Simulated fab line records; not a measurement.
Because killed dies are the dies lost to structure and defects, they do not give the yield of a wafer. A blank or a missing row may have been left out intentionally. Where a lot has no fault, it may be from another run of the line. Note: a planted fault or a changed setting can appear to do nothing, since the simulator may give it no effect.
fab line records | flow sky130
record: lots: 12 | wafers: 36 | last-day: 50
route steps=708 shown LI_CONTACT@376 LOCAL_INTERCONNECT@387 CONTACT@430 VIA3@573
lots that met no fault: taken from a fault-free run of the same line
start-h: hours from the record's opening day to when the first of the lot's shown wafers began | wait-h: how many hours have passed since the lot's step before this one | " unchanged from the row above | L1.1+2: a row that stands for several wafers | - value missing, or start not given | * or withheld: withheld | < > ~ a bound
route shown NAME@n: NAME is a module with steps in the file, n the number in the route of the first one | usual: mean/standard deviation of fault-free wafers | same: alike in all rows | chamber/n: place in a boat | sites: each site's reading | _std_site: standard deviation across them | _edge_site: mean of outer sites minus mean of inner sites | radius-mm: for every site, how far away it sits from the centre of the wafer | mask NAME#n: copy n | behind: the tool/chamber that last shaped the wafer | hold: the reason the lot was held/the length of the hold in hours/how it ended | device: whichever transistor did not switch (one of n, p or np) | end of line: tests of these same wafers at the route's end | for a step that has no rows: nothing shown but its recipe | killed: count of dies lost to structure and defects at first sort (not the wafer's yield) | map: dies across one wafer; x = killed, . = not, _ = none there
set.NAME: the setting that was run; set.NAME@STEP: the one run at that earlier step | model.NAME: the simulator's own value behind a step, which no gauge read
a sample of lots followed through the steps of the route, with each step as a table and each wafer as a row
services: from which hour (start-h, from the record's first day; less than 0 if before it) a tool's chamber was out of use, for how many hours, and why
== steps ==
step: SKY_LI_CONTACT_ETCH_14
recipe: chemistry: N2/H2 | target: BARC | ion-energy-ev: 200 | source-w: 500 | bias-w: 100 | pressure-mtorr: 30 | n2-flow-sccm: 100 | h2-flow-sccm: 200 | stop-on: SiO2 | time-s: 45.9 | target-depth-a: 600
usual: drypump-motor-current-A: 5.6/0.3 | n2-flow-sccm: 100.0/0.33 | oes-product-au: 0.854/0.0048 | throttle-valve-pct: 13.225/0.009
same: time-s: 45.9
lot.wafer | tool        | chamber | start-h | wait-h | drypump-motor-current-A | n2-flow-sccm | oes-product-au | rf-hours-counter-h | throttle-valve-pct
L942.2    | rie-diel-02 | 3       | 664.64  | 0.0    | 5.5                     | 99.4         | 0.854          | 4                  | 13.224
L942.4    | "           | 0       | "       | "      | 5.2                     | 100.7        | 0.855          | 13                 | 13.219
L942.5    | "           | 0       | "       | "      | 5.2                     | 99.9         | 0.854          | -                  | 13.228
L943.1    | rie-diel-03 | 0       | 678.24  | 0.0    | 5.6                     | 99.8         | 0.848          | 18                 | 13.236
L943.3    | "           | 1       | "       | "      | 5.4                     | 99.5         | 0.850          | 18                 | 13.248
L943.6    | "           | 1       | "       | "      | 5.4                     | 100.0        | 0.847          | -                  | 13.220
L945.1    | rie-diel-03 | 2       | 685.20  | 0.0    | 5.4                     | 99.7         | 0.855          | 7                  | 13.237
L945.5    | "           | 2       | "       | "      | 5.4                     | 100.2        | 0.854          | -                  | 13.232
L945.6    | "           | 3       | "       | "      | 5.4                     | 99.9         | 0.857          | -                  | 13.227
L948.1    | rie-diel-02 | 2       | 733.99  | 0.0    | 6.2                     | 99.6         | 0.850          | 2                  | 13.231
L948.4    | "           | 0       | "       | "      | 5.2                     | 99.8         | 0.853          | 14                 | 13.216
L948.5    | "           | 3       | "       | "      | 5.5                     | 99.7         | 0.855          | -                  | 13.215
L953.1    | rie-diel-04 | 0       | 757.89  | 0.0    | 5.7                     | 100.2        | 0.854          | 43                 | 13.222
L953.2    | "           | 3       | "       | "      | 5.4                     | 100.2        | 0.851          | 43                 | 13.221
L953.3    | "           | 1       | "       | "      | 5.1                     | 100.3        | 0.857          | 6                  | 13.238
L956.2    | rie-diel-02 | 1       | 799.06  | 0.0    | 5.9                     | 100.0        | 0.854          | 3                  | 13.226
L956.4    | "           | 0       | "       | "      | 5.2                     | 99.7         | 0.846          | 16                 | 13.230
L956.5    | "           | 1       | "       | "      | 5.9                     | 99.5         | 0.846          | -                  | 13.232
L958.2    | rie-diel-03 | 1       | 803.65  | 0.0    | 5.4                     | 100.2        | 0.859          | 22                 | 13.213
L958.4    | "           | 2       | "       | "      | 5.4                     | 99.6         | 0.847          | 11                 | 13.232
L958.6    | "           | 2       | "       | "      | 5.4                     | 99.7         | 0.851          | -                  | 13.238
L959.3    | rie-diel-02 | 1       | 805.54  | 0.0    | 5.9                     | 100.2        | 0.847          | 4                  | 13.222
L959.5    | "           | 1       | "       | "      | 5.9                     | 100.2        | 0.847          | -                  | 13.231
L959.6    | "           | 2       | "       | "      | 6.2                     | 99.9         | 0.851          | -                  | 13.221
L961.2    | rie-diel-02 | 1       | 824.79  | 0.0    | 5.9                     | 99.4         | 0.855          | 4                  | 13.240
L961.3    | "           | 0       | "       | "      | 5.3                     | 100.3        | 0.851          | 17                 | 13.221
L961.5    | "           | 2       | "       | "      | 6.2                     | 99.7         | 0.853          | -                  | 13.208
L963.1    | rie-diel-04 | 3       | 829.64  | 0.0    | 5.4                     | 99.9         | 0.859          | 2                  | 13.235
L963.2    | "           | 1       | "       | "      | 5.1                     | 99.9         | 0.856          | 9                  | 13.215
L963.3    | "           | 2       | "       | "      | 5.9                     | 100.0        | 0.852          | 0                  | 13.228
L964.2    | rie-diel-02 | 0       | 841.55  | 0.0    | 5.3                     | 100.0        | 0.857          | 17                 | 13.208
L964.3    | "           | 2       | "       | "      | 6.2                     | 100.3        | 0.858          | 5                  | 13.229
L964.6    | "           | 3       | "       | "      | 5.4                     | 99.6         | 0.849          | -                  | 13.224
L965.2    | rie-diel-02 | 1       | 850.86  | 0.0    | 5.9                     | 99.6         | 0.865          | 5                  | 13.227
L965.3    | "           | 0       | "       | "      | 5.3                     | 99.9         | 0.851          | 17                 | 13.216
L965.5    | "           | 0       | "       | "      | 5.3                     | 100.0        | 0.848          | -                  | 13.226
step: SKY_LOCAL_INTERCONNECT_SPUTTER_00
recipe: material: TiN | target-thk-nm: 100 | temp-c: 300 | power-w: 6500 | time-s: 83.3 | chamber-pressure-pa: 0.4
usual: cathode-dc-power-W: 6500.2/1.1 | throttle-valve-pct: 30.2/1.1
same: time-s: 83.3
lot.wafer | tool           | chamber | start-h | wait-h | cathode-dc-power-W | throttle-valve-pct
L942.2    | pvd-sputter-04 | -       | 665.83  | 0.3    | 6501.9             | 30.7
L942.4    | "              | -       | "       | "      | 6501.5             | 29.7
L942.5    | "              | -       | "       | "      | 6499.8             | 30.7
L943.1    | pvd-sputter-03 | -       | 679.49  | 0.2    | 6498.5             | 32.3
L943.3    | "              | -       | "       | "      | 6501.0             | 30.8
L943.6    | "              | -       | "       | "      | 6500.6             | 29.2
L945.1    | pvd-sputter-02 | -       | 686.36  | 0.2    | 6499.9             | 30.6
L945.5    | "              | -       | "       | "      | 6503.0             | 28.7
L945.6    | "              | -       | "       | "      | 6501.2             | 30.2
L948.1    | pvd-sputter-03 | -       | 735.16  | 0.2    | 6499.2             | 29.7
L948.4    | "              | -       | "       | "      | 6499.0             | 32.1
L948.5    | "              | -       | "       | "      | 6500.6             | 29.3
L953.1    | pvd-sputter-04 | -       | 759.06  | 0.2    | 6500.5             | 30.0
L953.2    | "              | -       | "       | "      | 6501.5             | 28.6
L953.3    | "              | -       | "       | "      | 6499.6             | 30.8
L956.2    | pvd-sputter-03 | -       | 800.24  | 0.2    | 6500.0             | 29.5
L956.4    | "              | -       | "       | "      | 6498.6             | 30.7
L956.5    | "              | -       | "       | "      | 6499.7             | 29.3
L958.2    | pvd-sputter-02 | -       | 804.81  | 0.1    | 6500.1             | 30.6
L958.4    | "              | -       | "       | "      | 6499.7             | 29.0
L958.6    | "              | -       | "       | "      | 6500.6             | 28.8
L959.3    | pvd-sputter-03 | -       | 806.71  | 0.2    | 6500.9             | 29.4
L959.5    | "              | -       | "       | "      | 6501.0             | 29.7
L959.6    | "              | -       | "       | "      | 6499.7             | 32.1
L961.2    | pvd-sputter-03 | -       | 825.96  | 0.1    | 6498.3             | 32.0
L961.3    | "              | -       | "       | "      | 6500.5             | 29.2
L961.5    | "              | -       | "       | "      | 6500.9             | 32.0
L963.1    | pvd-sputter-04 | -       | 831.01  | 0.2    | 6500.3             | 30.6
L963.2    | "              | -       | "       | "      | 6501.3             | 29.8
L963.3    | "              | -       | "       | "      | 6502.7             | 33.3
L964.2    | pvd-sputter-02 | -       | 842.71  | 0.2    | 6500.0             | 30.3
L964.3    | "              | -       | "       | "      | 6500.5             | 29.9
L964.6    | "              | -       | "       | "      | 6498.7             | 30.3
L965.2    | pvd-sputter-02 | -       | 852.02  | 0.2    | 6500.7             | 28.9
L965.3    | "              | -       | "       | "      | 6499.8             | 30.5
L965.5    | "              | -       | "       | "      | 6498.6             | 30.4
step: SKY_CONTACT_CVD_24
recipe: material: W | target-thk-nm: 340 | time-s: 102.12 | temp-c: 400 | pressure-torr: 40
usual: heater-power-outer-w: 537/48 | heater-power-w: 860/55
same: time-s: 102.12
lot.wafer | tool     | chamber | start-h | wait-h | heater-power-outer-w | heater-power-w
L942.2    | cvd-w-02 | 1       | 724.53  | 0.1    | 611                  | 926
L942.4    | "        | 1       | "       | "      | 609                  | 945
L942.5    | "        | 1       | "       | "      | 604                  | 927
L943.1    | cvd-w-02 | 0       | 738.41  | 0.0    | 528                  | 853
L943.3    | "        | 0       | "       | "      | 525                  | 870
L943.6    | "        | 1       | "       | "      | 610                  | 962
L945.1    | cvd-w-01 | 1       | 744.70  | 0.0    | 482                  | 796
L945.5    | "        | 1       | "       | "      | 493                  | 799
L945.6    | "        | 0       | "       | "      | 506                  | 825
L948.1    | cvd-w-01 | 1       | 791.17  | 0.0    | 480                  | 799
L948.4    | "        | 1       | "       | "      | 481                  | 813
L948.5    | "        | 0       | "       | "      | 500                  | 832
L953.1    | cvd-w-02 | 1       | 816.04  | 0.0    | 629                  | 953
L953.2    | "        | 0       | "       | "      | 528                  | 880
L953.3    | "        | 0       | "       | "      | 535                  | 874
L956.2    | cvd-w-02 | 0       | 855.94  | 0.0    | 530                  | 872
L956.4    | "        | 0       | "       | "      | 523                  | 873
L956.5    | "        | 0       | "       | "      | 546                  | 867
L958.2    | cvd-w-01 | 0       | 862.65  | 0.0    | 515                  | 819
L958.4    | "        | 0       | "       | "      | 514                  | 823
L958.6    | "        | 1       | "       | "      | 486                  | 812
L959.3    | cvd-w-02 | 0       | 863.09  | 0.1    | 531                  | 858
L959.5    | "        | 0       | "       | "      | 518                  | 877
L959.6    | "        | 1       | "       | "      | 606                  | 941
L961.2    | cvd-w-01 | 0       | 882.08  | 0.0    | 511                  | 813
L961.3    | "        | 0       | "       | "      | 506                  | 824
L961.5    | "        | 1       | "       | "      | 493                  | 812
L963.1    | cvd-w-02 | 1       | 885.94  | 0.0    | 611                  | 963
L963.2    | "        | 0       | "       | "      | 527                  | 868
L963.3    | "        | 0       | "       | "      | 527                  | 878
L964.2    | cvd-w-02 | 0       | 898.03  | 0.0    | 540                  | 853
L964.3    | "        | 0       | "       | "      | 537                  | 864
L964.6    | "        | 0       | "       | "      | 530                  | 852
L965.2    | cvd-w-01 | 1       | 907.16  | 0.0    | 499                  | 819
L965.3    | "        | 1       | "       | "      | 492                  | 797
L965.5    | "        | 1       | "       | "      | 505                  | 795
step: SKY_VIA3_HDPCVD_00
recipe: material: SiO2 | target-thk-nm: 1635 | sigma-open-frac: 0.3 | time-s: 272.5 | temp-c: 400 | sih4-flow-sccm: 60 | pressure-mtorr: 6
usual: pressure-mtorr: 5.998/0.012
same: time-s: 272.5
lot.wafer | tool      | chamber | start-h | wait-h | pressure-mtorr
L942.2    | hdpcvd-02 | 1       | 895.02  | 0.0    | 5.991
L942.4    | "         | 1       | "       | "      | 5.994
L942.5    | "         | 2       | "       | "      | 5.991
L943.1    | hdpcvd-01 | 2       | 907.66  | 0.0    | 6.007
L943.3    | "         | 0       | "       | "      | 6.006
L943.6    | "         | 2       | "       | "      | 5.995
L943.1    | hdpcvd-01 | 2       | 908.00  | 0.3    | 6.024
L943.3    | "         | 0       | "       | "      | 6.027
L943.6    | "         | 2       | "       | "      | 6.002
L945.1    | hdpcvd-01 | 2       | 914.01  | 0.0    | 5.984
L945.5    | "         | 2       | "       | "      | 5.987
L945.6    | "         | 0       | "       | "      | 5.982
L948.1    | hdpcvd-01 | 2       | 954.92  | 0.0    | 5.995
L948.4    | "         | 0       | "       | "      | 5.984
L948.5    | "         | 1       | "       | "      | 5.990
L948.1    | hdpcvd-01 | 2       | 955.26  | 0.3    | 6.029
L948.4    | "         | 0       | "       | "      | 5.993
L948.5    | "         | 1       | "       | "      | 6.012
L953.1    | hdpcvd-02 | 1       | 977.17  | 0.0    | 5.988
L953.2    | "         | 0       | "       | "      | 6.001
L953.3    | "         | 1       | "       | "      | 5.990
L953.1    | hdpcvd-02 | 1       | 977.59  | 0.3    | 5.998
L953.2    | "         | 0       | "       | "      | 5.976
L953.3    | "         | 1       | "       | "      | 5.994
L956.2    | hdpcvd-02 | 1       | 1012.86 | 0.0    | 5.992
L956.4    | "         | 1       | "       | "      | 5.993
L956.5    | "         | 2       | "       | "      | 5.977
L958.2    | hdpcvd-01 | 0       | 1017.41 | 0.0    | 6.002
L958.4    | "         | 2       | "       | "      | 6.010
L958.6    | "         | 1       | "       | "      | 5.976
L959.3    | hdpcvd-02 | 2       | 1019.04 | 0.1    | 6.005
L959.5    | "         | 2       | "       | "      | 6.007
L959.6    | "         | 0       | "       | "      | 5.983
L961.2    | hdpcvd-01 | 1       | 1034.76 | 0.0    | 5.989
L961.3    | "         | 0       | "       | "      | 6.003
L961.5    | "         | 0       | "       | "      | 5.999
L963.1    | hdpcvd-02 | 0       | 1037.57 | 0.0    | 6.021
L963.2    | "         | 1       | "       | "      | 6.006
L963.3    | "         | 2       | "       | "      | 5.984
L964.2    | hdpcvd-02 | 2       | 1047.21 | 0.0    | 6.014
L964.3    | "         | 1       | "       | "      | 6.000
L964.6    | "         | 0       | "       | "      | 6.015
L965.2    | hdpcvd-02 | 1       | 1058.11 | 0.0    | 5.982
L965.3    | "         | 2       | "       | "      | 5.985
L965.5    | "         | 0       | "       | "      | 5.974
step: SKY_VIA3_THK_MEAS_01
recipe: reads: SiO2_of_VIA3_HDPCVD_00
usual: VIA3_HDPCVD_THK: 1640/17
lot.wafer | tool          | chamber | start-h | wait-h | VIA3_HDPCVD_THK[nm]
L942.2    | film-metro-02 | -       | 895.20  | 0.1    | 1635
L942.4    | "             | -       | "       | "      | 1640
L942.5    | "             | -       | "       | "      | 1652
L943.1    | film-metro-01 | -       | 908.24  | 0.2    | 3255
L943.3    | "             | -       | "       | "      | 3266
L943.6    | "             | -       | "       | "      | 3251
L943.1    | film-metro-01 | -       | 908.54  | 0.3    | 3255
L943.3    | "             | -       | "       | "      | 3265
L943.6    | "             | -       | "       | "      | 3251
L945.1    | film-metro-04 | -       | 914.18  | 0.1    | 1643
L945.5    | "             | -       | "       | "      | 1630
L945.6    | "             | -       | "       | "      | 1638
L948.1    | film-metro-04 | -       | 955.43  | 0.1    | 3248
L948.4    | "             | -       | "       | "      | 3259
L948.5    | "             | -       | "       | "      | 3251
L948.1    | film-metro-04 | -       | 955.65  | 0.2    | 3247
L948.4    | "             | -       | "       | "      | 3257
L948.5    | "             | -       | "       | "      | 3249
L953.1    | film-metro-02 | -       | 977.84  | 0.2    | 3293
L953.2    | "             | -       | "       | "      | 3298
L953.3    | "             | -       | "       | "      | 3283
L953.1    | film-metro-02 | -       | 978.07  | 0.2    | 3291
L953.2    | "             | -       | "       | "      | 3297
L953.3    | "             | -       | "       | "      | 3284
L956.2    | film-metro-01 | -       | 1013.03 | 0.1    | 1634
L956.4    | "             | -       | "       | "      | 1645
L956.5    | "             | -       | "       | "      | 1629
L958.2    | film-metro-01 | -       | 1017.59 | 0.1    | 1623
L958.4    | "             | -       | "       | "      | 1628
L958.6    | "             | -       | "       | "      | 1634
L959.3    | film-metro-02 | -       | 1019.23 | 0.1    | 1638
L959.5    | "             | -       | "       | "      | 1652
L959.6    | "             | -       | "       | "      | 1648
L961.2    | film-metro-04 | -       | 1034.93 | 0.1    | 1649
L961.3    | "             | -       | "       | "      | 1654
L961.5    | "             | -       | "       | "      | 1645
L963.1    | film-metro-01 | -       | 1037.74 | 0.1    | 1662
L963.2    | "             | -       | "       | "      | 1632
L963.3    | "             | -       | "       | "      | 1650
L964.2    | film-metro-01 | -       | 1047.39 | 0.1    | 1648
L964.3    | "             | -       | "       | "      | 1634
L964.6    | "             | -       | "       | "      | 1644
L965.2    | film-metro-02 | -       | 1058.28 | 0.1    | 1647
L965.3    | "             | -       | "       | "      | 1658
L965.5    | "             | -       | "       | "      | 1649
== services ==
tool           | chamber | start-h | hours | kind
cvd-w-02       | 1       | 648.32  | 7.0   | repair
hdpcvd-01      | -       | 650.75  | 15.0  | pm
rie-diel-02    | 3       | 653.61  | 4.0   | repair
hdpcvd-01      | 2       | 657.70  | 11.2  | repair
cvd-w-02       | 0       | 659.99  | 3.4   | repair
pvd-sputter-03 | -       | 661.32  | 1.1   | repair
rie-diel-02    | 1       | 672.35  | 2.1   | repair
rie-diel-02    | 2       | 674.16  | 54.6  | repair
cvd-w-02       | -       | 675.71  | 4.0   | repair
cvd-w-02       | 0       | 713.06  | 20.5  | repair
cvd-w-02       | -       | 769.83  | 0.5   | repair
rie-diel-02    | 2       | 773.54  | 4.8   | repair
rie-diel-02    | 2       | 792.14  | 6.0   | repair
cvd-w-02       | -       | 798.67  | 0.3   | repair
rie-diel-02    | 3       | 800.50  | 8.5   | repair
rie-diel-02    | -       | 894.71  | 2.8   | pm
hdpcvd-01      | -       | 901.71  | 1.6   | repair
cvd-w-02       | -       | 904.00  | 14.0  | pm
hdpcvd-01      | -       | 934.66  | 4.3   | pm
hdpcvd-02      | -       | 950.25  | 15.0  | pm
hdpcvd-02      | 2       | 971.21  | 23.7  | repair
hdpcvd-01      | 1       | 986.50  | 9.4   | repair
rie-diel-02    | 2       | 1002.32 | 1.3   | repair
hdpcvd-02      | 1       | 1016.32 | 6.1   | repair
== key ==
first-sign: step: SKY_VIA3_HDPCVD_00 | reading: visit | direction: added
effect: step: SKY_VIA3_THK_MEAS_01 | reading: visit | direction: added
effect: step: SKY_VIA3_THK_MEAS_01 | reading: VIA3_HDPCVD_THK | direction: up | sigmas: 96 | usual: 1640 | struck: 3267
met-at SKY_VIA3_HDPCVD_00
struck-lots L943,L948,L953
scrapped-behind SKY_VIA3_THK_MEAS_01 L943.1,L943.3,L943.6,L948.1,L948.4,L948.5,L953.1,L953.2,L953.3
not-acting-at SKY_LI_CONTACT_ETCH_14,SKY_LOCAL_INTERCONNECT_SPUTTER_00,SKY_CONTACT_CVD_24
fault: kind: repeated-step-whole | tool: hdpcvd-01,hdpcvd-02 | chamber: - | onset-h: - | steps: SKY_VIA3_HDPCVD_00 | times: 1 | scope: struck-lots-only
